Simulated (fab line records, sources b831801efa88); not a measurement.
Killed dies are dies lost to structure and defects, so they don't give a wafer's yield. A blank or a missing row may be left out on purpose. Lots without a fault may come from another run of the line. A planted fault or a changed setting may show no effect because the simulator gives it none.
Which tool did it? | flow sky130 | 11 lots, 33 wafers sampled, at 3 steps of a route of 708

WHAT THE GAUGES READ, wafer by wafer
SKY_CONTACT_RS_MEAS_25: measures by four-point-probe.
lot  | measured     | on            | CONTACT_W_RS (ohm/sq)
L690 | day 31 13:13 | film_metro-04 | 0.343 0.342 0.339
L691 | day 31 21:32 | film_metro-04 | 0.342 0.343 0.344
L692 | day 32 10:59 | film_metro-04 | 0.341 0.339 0.339
L695 | day 33 03:08 | film_metro-01 | 0.335 0.338 0.339
L693 | day 33 04:56 | film_metro-01 | 0.338 0.343 0.343
L697 | day 34 02:59 | film_metro-02 | 0.336 0.338 0.340
L698 | day 34 05:19 | film_metro-01 | 0.331 0.335 0.336
L700 | day 34 20:11 | film_metro-04 | 0.343 0.247 0.340
L711 | day 37 21:02 | film_metro-04 | 0.346 0.347 0.342
L712 | day 38 05:40 | film_metro-04 | 0.343 0.341 0.345
L713 | day 38 11:55 | film_metro-04 | 0.343 0.341 0.344

WHICH TOOL RAN EACH LOT (tool, then ch and the chambers of the sampled wafers, then the start)
lot  | SKY_CONTACT_SPUTTER_23       | SKY_CONTACT_CVD_24
L690 | pvd_sputter-01, day 31 13:02 | cvd_w-02 ch 0,1, day 31 13:06
L691 | pvd_sputter-04, day 31 21:20 | cvd_w-02 ch 0,1, day 31 21:24
L692 | pvd_sputter-03, day 32 10:40 | cvd_w-01 ch 0, day 32 10:48
L695 | pvd_sputter-04, day 33 02:58 | cvd_w-02 ch 0,1, day 33 03:01
L693 | pvd_sputter-04, day 33 04:46 | cvd_w-02 ch 0, day 33 04:50
L697 | pvd_sputter-01, day 34 02:49 | cvd_w-02 ch 0,1, day 34 02:53
L698 | pvd_sputter-03, day 34 05:09 | cvd_w-02 ch 0,1, day 34 05:13
L700 | pvd_sputter-01, day 34 20:01 | cvd_w-02 ch 0,1, day 34 20:05
L711 | pvd_sputter-04, day 37 20:52 | cvd_w-01 ch 0,1, day 37 20:56
L712 | pvd_sputter-04, day 38 05:30 | cvd_w-02 ch 0,1, day 38 05:34
L713 | pvd_sputter-01, day 38 11:44 | cvd_w-01 ch 0,1, day 38 11:48
- SKY_CONTACT_SPUTTER_23: material TiN, target thk 20 nm, time 80 s.
- SKY_CONTACT_CVD_24: deposits W, target thk 340 nm, time 102.12 s.

THE ANSWER, worked out from the rows above alone
Rule: what is usual is taken from the lots themselves. Put in order of their means at a reading, lots are off if they are a third of the lots or fewer, leave a main group of 4 or more, and stand apart from it by a gap of 3 or more times the standard deviation of the main group's means; of several such gaps the widest counts. A main group whose means are all the same, to the digits that the tables above print for the reading, isn't used. A lot without any number at a reading at which 4 lots or more have one is off too. The other lots that the step has rows for count as sound.
Off: L700, at SKY_CONTACT_RS_MEAS_25 (CONTACT_W_RS). The main group: mean 0.341 ohm/sq, standard deviation 0.0031.
A tool fits if, at a process step before that reading, it ran every lot that is off, and no sound lot after the first of them. The gauges at SKY_CONTACT_RS_MEAS_25 are tried like those tools. None of those tried fits.

WHAT THE SIMULATOR HAD PUT IN
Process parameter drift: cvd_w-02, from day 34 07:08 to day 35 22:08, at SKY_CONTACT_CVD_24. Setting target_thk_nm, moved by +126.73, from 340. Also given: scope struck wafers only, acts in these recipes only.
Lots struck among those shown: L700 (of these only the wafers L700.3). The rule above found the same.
